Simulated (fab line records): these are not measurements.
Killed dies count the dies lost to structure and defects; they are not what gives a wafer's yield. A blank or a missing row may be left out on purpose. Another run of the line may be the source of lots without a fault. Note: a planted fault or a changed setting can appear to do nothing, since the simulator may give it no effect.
Chamber matching + flow sky130 + 4 sister chambers for SKY_CONTACT_CMP_04 on cmp-02
The step polishes SiO2. 18 wafers are shown with their chamber, then 9 later ones without.

== EACH WAFER AND ITS CHAMBER ==
| wafer  | chamber | motor current A (A) | time to endpoint s (s) | head pressure psi (psi) |
|--------|---------|---------------------|------------------------|-------------------------|
| L508.1 | 0       | 15.3                | 81                     | 4.003                   |
| L508.2 | 1       | 15.3                | 81                     | 3.999                   |
| L508.3 | 3       | 10.8                | 82                     | 4.008                   |
| L509.3 | 3       | 10.4                | 83                     | 3.992                   |
| L509.4 | 2       | 11.3                | 88                     | 4.004                   |
| L509.5 | 2       | 10.9                | 83                     | 4.008                   |
| L513.1 | 0       | 14.7                | 79                     | 4.006                   |
| L513.2 | 2       | 11.2                | 83                     | 4.010                   |
| L513.6 | 3       | 10.8                | 84                     | 4.005                   |
| L515.1 | 3       | 10.5                | 75                     | 4.001                   |
| L515.4 | 0       | 15.5                | 80                     | 3.993                   |
| L515.6 | 1       | 14.8                | 80                     | 4.005                   |
| L517.2 | 3       | 10.6                | 87                     | 4.024                   |
| L517.3 | 2       | 10.8                | 86                     | 3.981                   |
| L517.6 | 3       | 10.4                | 83                     | 4.012                   |
| L516.1 | 3       | 10.7                | 83                     | 4.004                   |
| L516.3 | 1       | 15.2                | 84                     | 4.014                   |
| L516.5 | 0       | 14.4                | 84                     | 4.000                   |

SIGNATURES (averages over the wafers above)
| reading            | chamber 0 | chamber 1 | chamber 2 | chamber 3 | scatter within a chamber |
|--------------------|-----------|-----------|-----------|-----------|--------------------------|
| motor current A    | 14.975    | 15.100    | 11.050    | 10.600    | 0.302                    |
| time to endpoint s | 81.00     | 81.67     | 85.00     | 82.43     | 2.93                     |
| head pressure psi  | 4.00050   | 4.00600   | 4.00075   | 4.00657   | 0.00976                  |
Rule: for a wafer and a chamber, the distance is found by dividing, reading by reading, the gap between the wafer's reading and the chamber's mean by the reading's scatter, squaring, summing and taking the root. The wafer belongs to the nearest chamber; if the next one is less than 2 further off, it can't be placed. How the scatter is found: for the shown wafers, subtract from each reading the mean of its chamber, square and add these, divide the total by (wafers less chambers), then take the root.

== WAFERS WITH NO CHAMBER GIVEN ==
| wafer  | motor current A (A) | time to endpoint s (s) | head pressure psi (psi) |
|--------|---------------------|------------------------|-------------------------|
| L523.1 | 14.9                | 86                     | 4.014                   |
| L523.3 | 14.9                | 81                     | 3.993                   |
| L523.5 | 14.7                | 85                     | 3.997                   |
| L525.2 | 15.4                | 80                     | 4.013                   |
| L525.3 | 15.2                | 85                     | 4.004                   |
| L525.6 | 15.2                | 79                     | 4.003                   |
| L526.1 | 11.7                | 84                     | 4.008                   |
| L526.3 | 14.4                | 87                     | 4.009                   |
| L526.4 | 11.6                | 88                     | 3.994                   |

== WHICH CHAMBER EACH ONE RAN IN ==
| wafer  | from the rows above     | in truth |
|--------|-------------------------|----------|
| L523.1 | can't be placed: 1 or 0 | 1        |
| L523.3 | can't be placed: 0 or 1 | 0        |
| L523.5 | can't be placed: 0 or 1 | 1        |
| L525.2 | can't be placed: 1 or 0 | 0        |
| L525.3 | can't be placed: 1 or 0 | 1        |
| L525.6 | can't be placed: 1 or 0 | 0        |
| L526.1 | can't be placed: 2 or 3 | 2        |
| L526.3 | can't be placed: 0 or 1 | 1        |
| L526.4 | can't be placed: 2 or 3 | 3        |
Correct placement for 0 of the 9. These rows do not allow placing 9 (true chamber among the candidates in 9). Number placed wrongly: 0.
